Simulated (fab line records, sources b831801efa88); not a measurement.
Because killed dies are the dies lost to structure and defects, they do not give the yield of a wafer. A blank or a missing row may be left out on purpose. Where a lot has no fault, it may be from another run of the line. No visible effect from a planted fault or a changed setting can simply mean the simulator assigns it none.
Which tool did it? :: flow sky130 :: 13 lots, 39 wafers sampled, at 5 steps of a route of 708

== WHAT THE GAUGES READ, wafer by wafer ==
SKY_PWDE_OVL_MEAS_07. Usual: PWDE_OVL 0.3 nm, standard deviation 1.4.
lot: L687
measured: day 4 11:25
on: overlay-02
PWDE_OVL (nm): 0.3 -1.5 1.6
flag: 

lot: L688
measured: day 4 12:07
on: overlay-02
PWDE_OVL (nm): 0.6 -0.6 -0.7
flag: 

lot: L692
measured: day 5 12:58
on: overlay-02
PWDE_OVL (nm): 2.1 0.7 0.2
flag: 

lot: L695
measured: day 5 16:37
on: overlay-02
PWDE_OVL (nm): -0.6 -0.5 -0.4
flag: 

lot: L696
measured: day 6 00:44
on: overlay-02
PWDE_OVL (nm): 1.6 2.5 1.7
flag: 

lot: L697
measured: day 6 08:20
on: overlay-01
PWDE_OVL (nm): 0.1 0.2 0.8
flag: 

lot: L701
measured: day 7 04:23
on: overlay-02
PWDE_OVL (nm): -0.3 -0.9 -0.1
flag: 

lot: L702
measured: day 7 10:26
on: overlay-02
PWDE_OVL (nm): -0.3 0.1 -0.4
flag: 

lot: L703
measured: day 7 16:41
on: overlay-01
PWDE_OVL (nm): 2.6 1.2 1.5
flag: 

lot: L705
measured: day 8 02:04
on: overlay-01
PWDE_OVL (nm): 0.4 -1.0 0.5
flag: 

lot: L706
measured: day 8 08:44
on: overlay-02
PWDE_OVL (nm): 0.3 -0.2 0.5
flag: 

lot: L707
measured: day 8 19:20
on: overlay-01
PWDE_OVL (nm): 0.3 -1.0 -2.1
flag: 

lot: L710
measured: day 9 07:05
on: overlay-02
PWDE_OVL (nm): -1.6 -1.6 -1.9
flag: 

SKY_PWDE_TW_MEAS_10. Usual: PWDE_TW 375.2, standard deviation 2.7.
lot: L687
measured: day 4 11:42
on: film metro-02
PWDE_TW: 378.6 376.4 378.0
flag: 

lot: L688
measured: day 4 12:24
on: film metro-01
PWDE_TW: 373.3 373.6 374.0
flag: 

lot: L692
measured: day 5 13:16
on: film metro-02
PWDE_TW: 376.6 374.0 376.7
flag: 

lot: L695
measured: day 5 16:55
on: film metro-02
PWDE_TW: 376.9 373.4 376.4
flag: 

lot: L696
measured: day 6 01:02
on: film metro-03
PWDE_TW: 377.6 378.2 377.2
flag: 

lot: L697
measured: day 6 08:37
on: film metro-01
PWDE_TW: 371.1 374.1 371.5
flag: 

lot: L701
measured: day 7 04:40
on: film metro-03
PWDE_TW: 381.2 379.7 379.7
flag: 

lot: L702
measured: day 7 10:43
on: film metro-02
PWDE_TW: 374.2 379.1 375.4
flag: 

lot: L703
measured: day 7 16:58
on: film metro-01
PWDE_TW: 368.8 373.4 371.2
flag: 

lot: L705
measured: day 8 02:22
on: film metro-01
PWDE_TW: 373.2 371.0 371.8
flag: 

lot: L706
measured: day 8 09:01
on: film metro-01
PWDE_TW: 371.9 372.7 371.5
flag: 

lot: L707
measured: day 8 19:37
on: film metro-01
PWDE_TW: 374.1 374.8 373.4
flag: 

lot: L710
measured: day 9 07:25
on: film metro-02
PWDE_TW: 378.0 375.5 378.9
flag: 

SKY_VT_ADJUST_HVTR_CD_MEAS_07 targets a cd of 380 nm. Usual: cd nm at 380.5 nm, with a standard deviation of 2.4.
lot: L687
measured: day 10 03:49
on: cd sem-01
cd nm (nm): 379.4 380.2 382.1
flag: 

lot: L688
measured: day 10 04:35
on: cd sem-02
cd nm (nm): 381.6 383.5 378.5
flag: 

lot: L692
measured: day 11 13:05
on: cd sem-02
cd nm (nm): 378.2 377.2 378.8
flag: 

lot: L695
measured: day 11 20:03
on: cd sem-02
cd nm (nm): 377.8 378.0 380.1
flag: 

lot: L696
measured: day 12 05:01
on: cd sem-01
cd nm (nm): 381.9 380.8 379.9
flag: 

lot: L697
measured: day 12 15:23
on: cd sem-02
cd nm (nm): 376.2 376.5 375.0
flag: 

lot: L701
measured: day 13 19:25
on: cd sem-02
cd nm (nm): 380.7 382.2 382.6
flag: 

lot: L702
measured: day 14 04:05
on: cd sem-01
cd nm (nm): 384.6 382.2 384.4
flag: 

lot: L703
measured: day 14 11:46
on: cd sem-02
cd nm (nm): 382.5 380.9 383.3
flag: 

lot: L705
measured: day 14 22:21
on: cd sem-02
cd nm (nm): 382.0 381.0 381.1
flag: 

lot: L706
measured: day 15 09:36
on: cd sem-02
cd nm (nm): 377.5 378.7 379.4
flag: 

lot: L707
measured: day 15 23:45
on: cd sem-01
cd nm (nm): 384.0 384.6 384.1
flag: 

lot: L710
measured: day 16 15:15
on: cd sem-02
cd nm (nm): 381.7 380.4 381.3
flag: 

SKY_GATE_OXIDE_OVL_MEAS_10. Usual: GATE_OXIDE_OVL 1.4 nm, standard deviation 1.4.
lot: L687
measured: day 14 14:14
on: overlay-01
GATE_OXIDE_OVL (nm): 1.8 -0.1 2.2
flag: 

lot: L688
measured: day 14 14:19
on: overlay-02
GATE_OXIDE_OVL (nm): 1.8 -0.4 2.0
flag: 

lot: L692
measured: day 16 06:59
on: overlay-01
GATE_OXIDE_OVL (nm): 2.4 1.8 1.5
flag: 

lot: L695
measured: day 16 14:46
on: overlay-02
GATE_OXIDE_OVL (nm): 1.0 -1.3 1.5
flag: 

lot: L696
measured: day 17 01:32
on: overlay-02
GATE_OXIDE_OVL (nm): 0.4 1.4 0.7
flag: 

lot: L697
measured: day 17 12:38
on: overlay-02
GATE_OXIDE_OVL (nm): 2.0 2.4 3.1
flag: 

lot: L701
measured: day 18 20:32
on: overlay-01
GATE_OXIDE_OVL (nm): - - -
flag: OFF

lot: L702
measured: day 19 05:41
on: overlay-02
GATE_OXIDE_OVL (nm): - - -
flag: OFF

lot: L703
measured: day 19 15:44
on: overlay-01
GATE_OXIDE_OVL (nm): - - -
flag: OFF

lot: L705
measured: day 20 04:40
on: overlay-01
GATE_OXIDE_OVL (nm): 2.8 4.0 2.4
flag: 

lot: L706
measured: day 20 13:53
on: overlay-01
GATE_OXIDE_OVL (nm): 2.3 4.0 2.1
flag: 

lot: L707
measured: day 21 07:17
on: overlay-02
GATE_OXIDE_OVL (nm): 4.0 1.2 2.0
flag: 

lot: L710
measured: day 22 00:22
on: overlay-02
GATE_OXIDE_OVL (nm): 0.6 -2.0 0.1
flag: 

== EACH LOT AND THE TOOL THAT RAN IT (in order: tool; ch and the chambers of the sampled wafers; start) ==
lot: L687
SKY_GATE_OXIDE_COAT_05: litho track-04 ch 0, day 14 01:46

lot: L688
SKY_GATE_OXIDE_COAT_05: litho track-03 ch 0, day 14 01:50

lot: L692
SKY_GATE_OXIDE_COAT_05: litho track-01 ch 0, day 15 17:07

lot: L695
SKY_GATE_OXIDE_COAT_05: litho track-01 ch 0, day 15 23:49

lot: L696
SKY_GATE_OXIDE_COAT_05: litho track-04 ch 0, day 16 11:40

lot: L697
SKY_GATE_OXIDE_COAT_05: litho track-01 ch 0, day 16 22:11

lot: L701
SKY_GATE_OXIDE_COAT_05: litho track-01, day 18 05:08

lot: L702
SKY_GATE_OXIDE_COAT_05: litho track-03, day 18 13:50

lot: L703
SKY_GATE_OXIDE_COAT_05: litho track-04, day 19 00:43

lot: L705
SKY_GATE_OXIDE_COAT_05: litho track-01 ch 0, day 19 12:40

lot: L706
SKY_GATE_OXIDE_COAT_05: litho track-01 ch 0, day 19 22:13

lot: L707
SKY_GATE_OXIDE_COAT_05: litho track-03 ch 0, day 20 16:24

lot: L710
SKY_GATE_OXIDE_COAT_05: litho track-04 ch 0, day 21 08:35
- SKY_GATE_OXIDE_COAT_05: resist thk 1140 nm.

== WHAT THE TOOLS THEMSELVES READ (means of the sampled wafers that have a number; where no wafer has one, the mark that the record gives instead) ==
SKY_GATE_OXIDE_COAT_05. Usual: chill plate temp C 22.99 C, standard deviation 0.11; dispense pressure kPa 52 kPa, standard deviation 4.4; resist line temp C 23.02 C, standard deviation 0.11.
lot: L687
tool: litho track-04
chill plate temp C (C): 23.01
dispense pressure kPa (kPa): 57
resist line temp C (C): 22.98
flag: 

lot: L688
tool: litho track-03
chill plate temp C (C): 22.87
dispense pressure kPa (kPa): 55
resist line temp C (C): 23.03
flag: 

lot: L692
tool: litho track-01
chill plate temp C (C): 22.92
dispense pressure kPa (kPa): 47
resist line temp C (C): 22.93
flag: 

lot: L695
tool: litho track-01
chill plate temp C (C): 22.96
dispense pressure kPa (kPa): 47
resist line temp C (C): 22.97
flag: 

lot: L696
tool: litho track-04
chill plate temp C (C): 23.06
dispense pressure kPa (kPa): 57
resist line temp C (C): 22.99
flag: 

lot: L697
tool: litho track-01
chill plate temp C (C): 22.96
dispense pressure kPa (kPa): 47
resist line temp C (C): 22.95
flag: 

lot: L701
tool: litho track-01
chill plate temp C (C): -
dispense pressure kPa (kPa): -
resist line temp C (C): -
flag: OFF

lot: L702
tool: litho track-03
chill plate temp C (C): -
dispense pressure kPa (kPa): -
resist line temp C (C): -
flag: OFF

lot: L703
tool: litho track-04
chill plate temp C (C): -
dispense pressure kPa (kPa): -
resist line temp C (C): -
flag: OFF

lot: L705
tool: litho track-01
chill plate temp C (C): 22.88
dispense pressure kPa (kPa): 47
resist line temp C (C): 22.93
flag: 

lot: L706
tool: litho track-01
chill plate temp C (C): 23.06
dispense pressure kPa (kPa): 47
resist line temp C (C): 23.09
flag: 

lot: L707
tool: litho track-03
chill plate temp C (C): 23.06
dispense pressure kPa (kPa): 55
resist line temp C (C): 22.83
flag: 

lot: L710
tool: litho track-04
chill plate temp C (C): 23.05
dispense pressure kPa (kPa): 57
resist line temp C (C): 23.10
flag: 

== THE ANSWER, worked out from the rows above alone ==
Rule: take the mean of a lot's wafers that have a number; if it is more than 3 standard deviations from the usual mean, the lot is off. A lot without any number at a reading at which 4 lots or more have one is off too. Where the step has rows for the other lots, those lots are counted as sound. First the gauges in route order, then the tools' own readings, where a lot's mean is used as printed above. At the first step where some lot is off, the reading lying furthest off is the one used; lots without a number count as furthest.
Off: L701, L702, L703, seen at SKY_GATE_OXIDE_OVL_MEAS_10 (GATE_OXIDE_OVL). Without a number there: L701, L702, L703.
If a tool, at a process step before that reading, ran all the lots that are off and no sound lot after the first of them, it fits. The gauges at SKY_GATE_OXIDE_OVL_MEAS_10 aren't tried: what is off there is off at SKY_GATE_OXIDE_COAT_05 too, on other tools, and a gauge's error can't cause that. Not one of the candidates tried fits.

== WHAT HAD BEEN PUT IN BY THE SIMULATOR ==
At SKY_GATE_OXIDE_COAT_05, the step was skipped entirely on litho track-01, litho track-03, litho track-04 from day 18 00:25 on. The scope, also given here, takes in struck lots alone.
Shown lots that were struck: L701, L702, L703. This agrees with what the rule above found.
